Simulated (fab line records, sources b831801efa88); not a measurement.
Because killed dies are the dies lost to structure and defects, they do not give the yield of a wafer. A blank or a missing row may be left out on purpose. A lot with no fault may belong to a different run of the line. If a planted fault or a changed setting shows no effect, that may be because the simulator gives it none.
fab line records	flow sky130	part 1 of 2: steps 1 to 25 of 34
record lots=5	wafers=15	last-day=50
route steps=708 shown DNWELL@40 PWDE@45 NWELL@56
lots that met no fault: from a run of the same line without faults
start-h: hours from the record's first day to the start of the lot's first wafer shown	wait-h: hours from the lot's prior step to this one	" same as the row above	L1.1+2: several wafers, shown together as one row	- value missing, or start not given	* or withheld: withheld	< > ~ a bound
route shown NAME@n: a module of which the file shows steps, and the number in the route of the first	usual: average and standard deviation across the fault-free wafers	same: alike in all rows	chamber/n: place in a boat	sites: each site's reading	_std_site: standard deviation of those values	_edge_site: mean of outer sites minus mean of inner sites	radius-mm: for every site, how far away it sits from the centre of the wafer	mask NAME#n: copy n	behind: the most recent tool/chamber to have shaped the wafer	hold: the reason the lot was held/the length of the hold in hours/how it ended	device: the transistor (n, p or np) that didn't switch	end of line: at the end of the route, the tests of the same wafers	step lacking rows: just its recipe	killed: dies lost to structure and defects at the first sort, not the wafer's yield	map: a wafer's dies, marking killed ones x, the rest . and places with no die _
set.NAME: setting as actually run; set.NAME@STEP: the setting as run at that earlier step	model.NAME: the simulator's own value behind a step, which no gauge read
lots at selected steps of the route; one table per step, one row per wafer
services: the hour from which a tool's chamber was out of use, counted from the record's first day as start-h (under 0 if before that day), plus the number of hours and why
## steps
# step SKY_DNWELL_PEB_05
# recipe temp-c=115	time-s=withheld
# usual exhaust-pa=45.1/0.93
lot.wafer	tool	chamber	start-h	wait-h	exhaust-pa
L081.1	litho-track-03	0	-	-	44.4
L081.4	"	0	"	"	44.6
L081.6	"	0	"	"	45.1
L083.2	litho-track-02	0	-	-	46.3
L083.5	"	0	"	"	44.6
L083.6	"	0	"	"	44.3
L095.3	litho-track-03	0	-	-	44.6
L095.4	"	0	"	"	43.0
L095.6	"	0	"	"	45.0
L096.3	litho-track-03	0	-	-	45.1
L096.5	"	0	"	"	44.1
L096.6	"	0	"	"	46.7
L097.1	litho-track-03	0	-	-	46.1
L097.2	"	0	"	"	45.0
L097.6	"	0	"	"	45.7
# step SKY_DNWELL_DEVELOP_06
# recipe wall-angle-deg=90	developer=TMAH	develop-time-s=60	dev-temp-c=23
# usual exhaust-pa=45.0/0.92
lot.wafer	tool	chamber	start-h	wait-h	exhaust-pa
L081.1	litho-track-03	0	-	-	45.3
L081.4	"	0	"	"	44.5
L081.6	"	0	"	"	45.0
L083.2	litho-track-02	0	-	-	44.1
L083.5	"	0	"	"	44.5
L083.6	"	0	"	"	44.8
L095.3	litho-track-03	0	-	-	46.7
L095.4	"	0	"	"	44.8
L095.6	"	0	"	"	44.2
L096.3	litho-track-03	0	-	-	44.3
L096.5	"	0	"	"	44.2
L096.6	"	0	"	"	45.3
L097.1	litho-track-03	0	-	-	46.9
L097.2	"	0	"	"	46.1
L097.6	"	0	"	"	46.5
# step SKY_DNWELL_IMPLANT_07
# recipe species=P	energy-kev=withheld	dose-cm2=withheld	tilt-deg=withheld
lot.wafer	tool	chamber	start-h	wait-h
L081.1+4+6	implanter-03	0	95.02	-
L083.2+5+6	implanter-03	0	97.72	-
L095.3+4+6	implanter-03	0	164.42	-
L096.3+5+6	implanter-04	0	170.12	-
L097.1+2+6	implanter-03	0	178.72	-
# step SKY_DNWELL_STRIP_08
# recipe chemistry=O2/N2	power-w=1400	pressure-mtorr=1500	platen-temp-c=withheld	o2-flow-sccm=3000	n2-flow-sccm=300	overash-fraction=0.5
# usual drypump-motor-current-A=5.8/0.57	oes-product-au=0.722/0.004	strip-time-to-endpoint-s=36.88/0.095
# same overash-fraction=0.5
lot.wafer	tool	chamber	start-h	wait-h	drypump-motor-current-A	oes-product-au	rf-hours-counter-h	strip-time-to-endpoint-s
L081.1	plasma-asher-01	1	95.17	0.1	6.4	0.723	38	36.91
L081.4	"	0	"	"	5.6	0.728	-	36.85
L081.6	"	1	"	"	6.4	0.727	-	36.94
L083.2	plasma-asher-01	1	97.85	0.1	6.5	0.721	38	36.80
L083.5	"	1	"	"	6.5	0.726	-	36.74
L083.6	"	0	"	"	5.6	0.723	-	36.84
L095.3	plasma-asher-03	1	164.55	0.1	6.0	0.725	-	36.82
L095.4	"	0	"	"	5.0	0.726	-	36.86
L095.6	"	1	"	"	6.0	0.720	-	36.86
L096.3	plasma-asher-03	1	170.25	0.1	6.0	0.714	-	36.81
L096.5	"	1	"	"	6.0	0.721	-	36.85
L096.6	"	0	"	"	5.0	0.720	-	36.89
L097.1	plasma-asher-01	0	178.87	0.1	5.6	0.722	46	36.77
L097.2	"	1	"	"	6.4	0.726	46	36.73
L097.6	"	1	"	"	6.4	0.727	-	36.78
# step SKY_DNWELL_TW_MEAS_09
# usual DNWELL_TW=1106/15
lot.wafer	tool	chamber	start-h	wait-h	DNWELL_TW
L081.1	film-metro-01	-	95.27	0.1	1110
L081.4	"	-	"	"	1112
L081.6	"	-	"	"	1101
L083.2	film-metro-02	-	97.96	0.1	1089
L083.5	"	-	"	"	1081
L083.6	"	-	"	"	1082
L095.3	film-metro-03	-	164.64	0.1	1112
L095.4	"	-	"	"	1111
L095.6	"	-	"	"	1120
L096.3	film-metro-03	-	170.34	0.1	1103
L096.5	"	-	"	"	1097
L096.6	"	-	"	"	1104
L097.1	film-metro-01	-	178.97	0.1	1113
L097.2	"	-	"	"	1104
L097.6	"	-	"	"	1111
# step SKY_PWDE_DEHYDRATE_00
# recipe temp-c=200	time-s=60
# usual exhaust-pa=45.1/0.88
lot.wafer	tool	chamber	start-h	wait-h	exhaust-pa
L081.1	litho-track-02	0	103.90	8.6	45.0
L081.4	"	0	"	"	44.4
L081.6	"	0	"	"	44.4
L083.2	litho-track-02	0	105.97	8.0	44.0
L083.5	"	0	"	"	43.7
L083.6	"	0	"	"	45.4
L095.3	litho-track-01	0	174.15	9.5	45.9
L095.4	"	0	"	"	45.3
L095.6	"	0	"	"	45.3
L096.3	litho-track-03	0	179.97	9.6	45.0
L096.5	"	0	"	"	42.9
L096.6	"	0	"	"	44.3
L097.1	litho-track-03	0	189.17	10.2	45.6
L097.2	"	0	"	"	43.1
L097.6	"	0	"	"	44.4
# step SKY_PWDE_HMDS_01
# recipe prime-time-s=60	prime-temp-c=120
# usual exhaust-pa=45.1/0.94	prime-temp-c=120.01/0.14
lot.wafer	tool	chamber	start-h	wait-h	exhaust-pa	prime-temp-c
L081.1	litho-track-02	0	104.05	0.1	43.2	120.08
L081.4	"	0	"	"	45.8	119.78
L081.6	"	0	"	"	43.7	120.03
L083.2	litho-track-02	0	106.12	0.1	44.3	119.96
L083.5	"	0	"	"	44.3	120.09
L083.6	"	0	"	"	45.1	120.08
L095.3	litho-track-01	0	174.30	0.1	45.6	120.09
L095.4	"	0	"	"	46.7	120.02
L095.6	"	0	"	"	45.5	119.98
L096.3	litho-track-03	0	180.12	0.1	46.4	120.21
L096.5	"	0	"	"	45.2	120.14
L096.6	"	0	"	"	45.3	120.26
L097.1	litho-track-03	0	189.32	0.1	46.4	119.90
L097.2	"	0	"	"	46.2	119.92
L097.6	"	0	"	"	45.6	119.81
# step SKY_PWDE_COAT_02
# recipe spin-rpm=2000	resist-thk-nm=3000
# usual exhaust-pa=45.0/0.87	spin-speed-rpm=2000.0/1.4
lot.wafer	tool	chamber	start-h	wait-h	exhaust-pa	spin-speed-rpm
L081.1	litho-track-02	0	104.20	0.1	43.9	2000.8
L081.4	"	0	"	"	45.5	2003.0
L081.6	"	0	"	"	44.9	2001.2
L083.2	litho-track-02	0	106.27	0.1	44.7	2000.7
L083.5	"	0	"	"	45.3	2000.2
L083.6	"	0	"	"	45.7	2002.0
L095.3	litho-track-01	0	174.45	0.1	45.7	2000.9
L095.4	"	0	"	"	44.7	2000.1
L095.6	"	0	"	"	45.1	1999.0
L096.3	litho-track-03	0	180.27	0.1	44.0	2000.4
L096.5	"	0	"	"	45.4	1999.1
L096.6	"	0	"	"	43.2	1998.7
L097.1	litho-track-03	0	189.47	0.1	45.6	2000.1
L097.2	"	0	"	"	45.4	2000.1
L097.6	"	0	"	"	44.0	1999.0
# step SKY_PWDE_SOFTBAKE_03
# recipe temp-c=110	time-s=withheld
# usual exhaust-pa=45.1/0.85
lot.wafer	tool	chamber	start-h	wait-h	exhaust-pa
L081.1	litho-track-02	0	104.35	0.1	45.9
L081.4	"	0	"	"	46.1
L081.6	"	0	"	"	44.7
L083.2	litho-track-02	0	106.43	0.1	47.2
L083.5	"	0	"	"	47.0
L083.6	"	0	"	"	45.3
L095.3	litho-track-01	0	174.61	0.1	44.5
L095.4	"	0	"	"	45.3
L095.6	"	0	"	"	45.1
L096.3	litho-track-03	0	180.44	0.1	43.7
L096.5	"	0	"	"	44.6
L096.6	"	0	"	"	45.0
L097.1	litho-track-03	0	189.62	0.1	45.6
L097.2	"	0	"	"	45.2
L097.6	"	0	"	"	45.3
# step SKY_PWDE_EXPOSE_04
# recipe mask-id=PWDEM	na=0.6	source-shape=conventional	sigma-outer=0.6	polarization=unpolarized	target-cd-nm=840	dose-mj=214
# usual stage-vel-mm-s=500.01/0.26
lot.wafer	tool	chamber	start-h	wait-h	mask	stage-vel-mm-s
L081.1	iline-stepper-02	0	-	-	PWDEM#0	500.27
L081.4	"	0	"	"	PWDEM#0	500.24
L081.6	"	0	"	"	PWDEM#0	500.08
L083.2	iline-stepper-02	0	-	-	PWDEM#0	500.20
L083.5	"	0	"	"	PWDEM#0	499.81
L083.6	"	0	"	"	PWDEM#0	499.92
L095.3	iline-stepper-02	0	-	-	PWDEM#0	499.87
L095.4	"	0	"	"	PWDEM#0	500.21
L095.6	"	0	"	"	PWDEM#0	500.21
L096.3	iline-stepper-02	0	-	-	PWDEM#0	499.88
L096.5	"	0	"	"	PWDEM#0	499.68
L096.6	"	0	"	"	PWDEM#0	499.63
L097.1	iline-stepper-02	0	-	-	PWDEM#0	500.41
L097.2	"	0	"	"	PWDEM#0	500.33
L097.6	"	0	"	"	PWDEM#0	500.64
# step SKY_PWDE_PEB_05
# recipe temp-c=115	time-s=withheld
# usual exhaust-pa=45.0/0.84
lot.wafer	tool	chamber	start-h	wait-h	exhaust-pa
L081.1	litho-track-02	0	-	-	45.4
L081.4	"	0	"	"	46.2
L081.6	"	0	"	"	45.5
L083.2	litho-track-02	0	-	-	44.2
L083.5	"	0	"	"	46.0
L083.6	"	0	"	"	45.0
L095.3	litho-track-01	0	-	-	44.9
L095.4	"	0	"	"	44.0
L095.6	"	0	"	"	45.0
L096.3	litho-track-03	0	-	-	46.1
L096.5	"	0	"	"	45.0
L096.6	"	0	"	"	45.6
L097.1	litho-track-01	0	-	-	45.1
L097.2	"	0	"	"	44.5
L097.6	"	0	"	"	44.6
# step SKY_PWDE_DEVELOP_06
# recipe wall-angle-deg=90	developer=TMAH	develop-time-s=60	dev-temp-c=23
# usual exhaust-pa=45.1/0.85
lot.wafer	tool	chamber	start-h	wait-h	exhaust-pa
L081.1	litho-track-02	0	-	-	46.7
L081.4	"	0	"	"	44.7
L081.6	"	0	"	"	46.1
L083.2	litho-track-02	0	-	-	44.1
L083.5	"	0	"	"	43.7
L083.6	"	0	"	"	46.3
L095.3	litho-track-01	0	-	-	45.8
L095.4	"	0	"	"	45.3
L095.6	"	0	"	"	45.6
L096.3	litho-track-03	0	-	-	46.3
L096.5	"	0	"	"	44.4
L096.6	"	0	"	"	45.1
L097.1	litho-track-01	0	-	-	44.6
L097.2	"	0	"	"	44.1
L097.6	"	0	"	"	45.0
# step SKY_PWDE_OVL_MEAS_07
# usual PWDE_OVL=-0.5/1.4
lot.wafer	tool	chamber	start-h	wait-h	PWDE_OVL[nm]
L081.1	overlay-01	-	112.39	-	0.8
L081.4	"	-	"	"	-1.6
L081.6	"	-	"	"	-0.3
L083.2	overlay-02	-	115.35	-	-2.1
L083.5	"	-	"	"	-2.4
L083.6	"	-	"	"	-2.2
L095.3	overlay-01	-	185.51	-	1.6
L095.4	"	-	"	"	1.6
L095.6	"	-	"	"	1.4
L096.3	overlay-02	-	190.78	-	0.9
L096.5	"	-	"	"	0.6
L096.6	"	-	"	"	-1.2
L097.1	overlay-01	-	200.25	-	0.3
L097.2	"	-	"	"	0.2
L097.6	"	-	"	"	-0.1
# step SKY_PWDE_IMPLANT_08
# recipe species=B	energy-kev=150	dose-cm2=3.6e+12	tilt-deg=withheld
# usual dose-ions-cm2=3.6e+12/4.5e+09
lot.wafer	tool	chamber	start-h	wait-h	dose-ions-cm2
L081.1	implanter-03	0	112.43	0.0	3.604e+12
L081.4	"	0	"	"	3.599e+12
L081.6	"	0	"	"	3.602e+12
L083.2	implanter-02	0	115.41	0.0	3.605e+12
L083.5	"	0	"	"	3.602e+12
L083.6	"	0	"	"	3.6e+12
L095.3	implanter-02	0	185.58	0.1	3.59e+12
L095.4	"	0	"	"	3.592e+12
L095.6	"	0	"	"	3.594e+12
L096.3	implanter-01	0	190.85	0.1	3.608e+12
L096.5	"	0	"	"	3.607e+12
L096.6	"	0	"	"	3.608e+12
L097.1	implanter-02	0	200.28	0.0	3.595e+12
L097.2	"	0	"	"	3.601e+12
L097.6	"	0	"	"	3.594e+12
# step SKY_PWDE_STRIP_09
# recipe chemistry=O2/N2	power-w=1400	pressure-mtorr=1500	platen-temp-c=withheld	o2-flow-sccm=3000	n2-flow-sccm=300	overash-fraction=0.5
# usual drypump-motor-current-A=5.8/0.51	oes-product-au=0.723/0.005	strip-time-to-endpoint-s=36.86/0.11
# same overash-fraction=0.5
lot.wafer	tool	chamber	start-h	wait-h	drypump-motor-current-A	oes-product-au	rf-hours-counter-h	strip-time-to-endpoint-s
L081.1	plasma-asher-01	0	112.58	0.1	5.7	0.730	39	36.74
L081.4	"	0	"	"	5.7	0.723	-	36.77
L081.6	"	1	"	"	6.4	0.725	-	36.79
L083.2	plasma-asher-01	0	115.53	0.1	5.6	0.720	40	36.86
L083.5	"	0	"	"	5.6	0.717	-	36.82
L083.6	"	1	"	"	6.4	0.718	-	36.90
L095.3	plasma-asher-03	1	185.72	0.1	6.0	0.724	-	36.94
L095.4	"	0	"	"	5.0	0.713	-	36.97
L095.6	"	1	"	"	6.0	0.712	-	37.02
L096.3	plasma-asher-01	1	190.99	0.1	6.4	0.723	-	36.75
L096.5	"	1	"	"	6.4	0.726	-	36.81
L096.6	"	0	"	"	5.6	0.722	-	36.83
L097.1	plasma-asher-04	0	200.43	0.1	5.3	0.720	53	36.83
L097.2	"	1	"	"	6.2	0.727	53	36.73
L097.6	"	0	"	"	5.3	0.719	-	36.85
# step SKY_PWDE_TW_MEAS_10
# usual PWDE_TW=371/4.7
lot.wafer	tool	chamber	start-h	wait-h	PWDE_TW
L081.1	film-metro-03	-	112.68	0.1	377
L081.4	"	-	"	"	376
L081.6	"	-	"	"	375
L083.2	film-metro-01	-	115.64	0.1	374
L083.5	"	-	"	"	377
L083.6	"	-	"	"	376
L095.3	film-metro-03	-	185.80	0.1	372
L095.4	"	-	"	"	372
L095.6	"	-	"	"	368
L096.3	film-metro-02	-	191.07	0.1	363
L096.5	"	-	"	"	364
L096.6	"	-	"	"	363
L097.1	film-metro-01	-	200.53	0.1	373
L097.2	"	-	"	"	377
L097.6	"	-	"	"	376
# step SKY_NWELL_DEHYDRATE_03
# recipe temp-c=200	time-s=60
# usual exhaust-pa=44.9/0.78
lot.wafer	tool	chamber	start-h	wait-h	exhaust-pa
L081.1	litho-track-04	0	120.99	8.3	44.1
L081.4	"	0	"	"	44.2
L081.6	"	0	"	"	43.3
L083.2	litho-track-01	0	124.42	8.8	45.5
L083.5	"	0	"	"	45.5
L083.6	"	0	"	"	47.8
L095.3	litho-track-02	0	196.04	10.2	45.0
L095.4	"	0	"	"	45.4
L095.6	"	0	"	"	44.8
L096.3	litho-track-02	0	201.24	10.2	44.3
L096.5	"	0	"	"	44.8
L096.6	"	0	"	"	43.5
L097.1	litho-track-01	0	210.40	9.9	44.4
L097.2	"	0	"	"	45.0
L097.6	"	0	"	"	44.0
# step SKY_NWELL_HMDS_04
# recipe prime-time-s=60	prime-temp-c=120
# usual exhaust-pa=45.2/1.1	prime-temp-c=119.98/0.14
lot.wafer	tool	chamber	start-h	wait-h	exhaust-pa	prime-temp-c
L081.1	litho-track-04	0	121.14	0.1	43.9	119.90
L081.4	"	0	"	"	44.0	119.73
L081.6	"	0	"	"	46.3	119.88
L083.2	litho-track-01	0	124.57	0.1	46.0	119.98
L083.5	"	0	"	"	43.9	120.19
L083.6	"	0	"	"	44.7	120.30
L095.3	litho-track-02	0	196.19	0.1	45.0	119.93
L095.4	"	0	"	"	45.0	119.97
L095.6	"	0	"	"	46.1	119.95
L096.3	litho-track-02	0	201.39	0.1	45.5	119.88
L096.5	"	0	"	"	44.6	120.11
L096.6	"	0	"	"	46.9	120.22
L097.1	litho-track-01	0	210.55	0.1	48.3	119.91
L097.2	"	0	"	"	46.9	120.03
L097.6	"	0	"	"	47.9	120.07
# step SKY_NWELL_COAT_05
# recipe spin-rpm=2000	resist-thk-nm=3000
# usual exhaust-pa=44.8/0.96	spin-speed-rpm=1999.8/1.3
lot.wafer	tool	chamber	start-h	wait-h	exhaust-pa	spin-speed-rpm
L081.1	litho-track-04	0	121.29	0.1	43.6	2000.4
L081.4	"	0	"	"	43.9	2000.6
L081.6	"	0	"	"	42.8	2000.0
L083.2	litho-track-01	0	124.72	0.1	44.6	1999.3
L083.5	"	0	"	"	45.8	1999.0
L083.6	"	0	"	"	44.3	1998.9
L095.3	litho-track-02	0	196.34	0.1	46.1	1999.8
L095.4	"	0	"	"	45.6	2002.7
L095.6	"	0	"	"	46.8	1999.2
L096.3	litho-track-02	0	201.54	0.1	46.6	2000.0
L096.5	"	0	"	"	47.1	2000.9
L096.6	"	0	"	"	46.0	1999.3
L097.1	litho-track-01	0	210.70	0.1	43.8	1998.3
L097.2	"	0	"	"	43.7	1999.5
L097.6	"	0	"	"	43.8	1997.9
# step SKY_NWELL_SOFTBAKE_06
# recipe temp-c=110	time-s=withheld
# usual exhaust-pa=44.9/0.83
lot.wafer	tool	chamber	start-h	wait-h	exhaust-pa
L081.1	litho-track-04	0	121.44	0.1	44.1
L081.4	"	0	"	"	45.4
L081.6	"	0	"	"	44.3
L083.2	litho-track-01	0	124.88	0.1	44.2
L083.5	"	0	"	"	44.8
L083.6	"	0	"	"	44.0
L095.3	litho-track-02	0	196.51	0.1	44.8
L095.4	"	0	"	"	43.8
L095.6	"	0	"	"	44.3
L096.3	litho-track-02	0	201.71	0.1	44.6
L096.5	"	0	"	"	45.0
L096.6	"	0	"	"	44.0
L097.1	litho-track-01	0	210.85	0.1	45.7
L097.2	"	0	"	"	45.9
L097.6	"	0	"	"	45.2
# step SKY_NWELL_EXPOSE_07
# recipe mask-id=NWM	na=0.6	source-shape=conventional	sigma-outer=0.6	polarization=unpolarized	target-cd-nm=840	dose-mj=255
# usual stage-vel-mm-s=499.94/0.21
lot.wafer	tool	chamber	start-h	wait-h	mask	stage-vel-mm-s
L081.1	iline-stepper-01	0	-	-	NWM#0	500.00
L081.4	"	0	"	"	NWM#0	500.10
L081.6	"	0	"	"	NWM#0	499.65
L083.2	iline-stepper-01	0	-	-	NWM#0	500.18
L083.5	"	0	"	"	NWM#0	500.16
L083.6	"	0	"	"	NWM#0	500.12
L095.3	iline-stepper-02	0	-	-	NWM#0	499.94
L095.4	"	0	"	"	NWM#0	499.73
L095.6	"	0	"	"	NWM#0	500.18
L096.3	iline-stepper-02	0	-	-	NWM#0	500.18
L096.5	"	0	"	"	NWM#0	500.07
L096.6	"	0	"	"	NWM#0	499.65
L097.1	iline-stepper-01	0	-	-	NWM#0	500.07
L097.2	"	0	"	"	NWM#0	500.17
L097.6	"	0	"	"	NWM#0	500.10
# step SKY_NWELL_PEB_08
# recipe temp-c=115	time-s=withheld
# usual exhaust-pa=45.0/0.97
lot.wafer	tool	chamber	start-h	wait-h	exhaust-pa
L081.1	litho-track-01	0	-	-	43.4
L081.4	"	0	"	"	44.5
L081.6	"	0	"	"	44.2
L083.2	litho-track-04	0	-	-	43.7
L083.5	"	0	"	"	45.4
L083.6	"	0	"	"	44.8
L095.3	litho-track-04	0	-	-	45.4
L095.4	"	0	"	"	44.5
L095.6	"	0	"	"	45.7
L096.3	litho-track-02	0	-	-	44.9
L096.5	"	0	"	"	46.0
L096.6	"	0	"	"	46.3
L097.1	litho-track-02	0	-	-	44.1
L097.2	"	0	"	"	43.7
L097.6	"	0	"	"	44.3
# step SKY_NWELL_DEVELOP_09
# recipe wall-angle-deg=90	developer=TMAH	develop-time-s=60	dev-temp-c=23
# usual exhaust-pa=44.9/0.95
lot.wafer	tool	chamber	start-h	wait-h	exhaust-pa
L081.1	litho-track-01	0	-	-	46.2
L081.4	"	0	"	"	46.2
L081.6	"	0	"	"	46.9
L083.2	litho-track-04	0	-	-	44.3
L083.5	"	0	"	"	44.3
L083.6	"	0	"	"	44.2
L095.3	litho-track-04	0	-	-	43.5
L095.4	"	0	"	"	42.6
L095.6	"	0	"	"	45.1
L096.3	litho-track-02	0	-	-	45.1
L096.5	"	0	"	"	45.5
L096.6	"	0	"	"	44.5
L097.1	litho-track-02	0	-	-	45.2
L097.2	"	0	"	"	44.3
L097.6	"	0	"	"	44.1
# step SKY_NWELL_OVL_MEAS_10
# usual NWELL_00_OVL=0.1/1.5
lot.wafer	tool	chamber	start-h	wait-h	NWELL_00_OVL[nm]
L081.1	overlay-01	-	130.95	-	3.6
L081.4	"	-	"	"	1.6
L081.6	"	-	"	"	1.0
L083.2	overlay-02	-	134.59	-	-2.3
L083.5	"	-	"	"	-1.9
L083.6	"	-	"	"	-3.2
L095.3	overlay-01	-	207.50	-	2.4
L095.4	"	-	"	"	1.2
L095.6	"	-	"	"	0.6
L096.3	overlay-02	-	212.36	-	0.6
L096.5	"	-	"	"	-0.8
L096.6	"	-	"	"	0.6
L097.1	overlay-01	-	222.09	-	2.2
L097.2	"	-	"	"	1.6
L097.6	"	-	"	"	2.7
# step SKY_NWELL_IMPLANT_11
# recipe species=P	energy-kev=400	dose-cm2=1.9e+13	tilt-deg=withheld
# usual dose-ions-cm2=1.8997e+13/2.1e+10
lot.wafer	tool	chamber	start-h	wait-h	dose-ions-cm2
L081.1	implanter-04	0	130.98	0.0	1.8984e+13
L081.4	"	0	"	"	1.9006e+13
L081.6	"	0	"	"	1.9017e+13
L083.2	implanter-03	0	134.65	0.0	1.8969e+13
L083.5	"	0	"	"	1.9021e+13
L083.6	"	0	"	"	1.9021e+13
L095.3	implanter-02	0	207.57	0.1	1.8974e+13
L095.4	"	0	"	"	1.8973e+13
L095.6	"	0	"	"	1.8993e+13
L096.3	implanter-04	0	212.43	0.1	1.9007e+13
L096.5	"	0	"	"	1.8974e+13
L096.6	"	0	"	"	1.8995e+13
L097.1	implanter-03	0	222.13	0.0	1.8978e+13
L097.2	"	0	"	"	1.8971e+13
L097.6	"	0	"	"	1.8992e+13
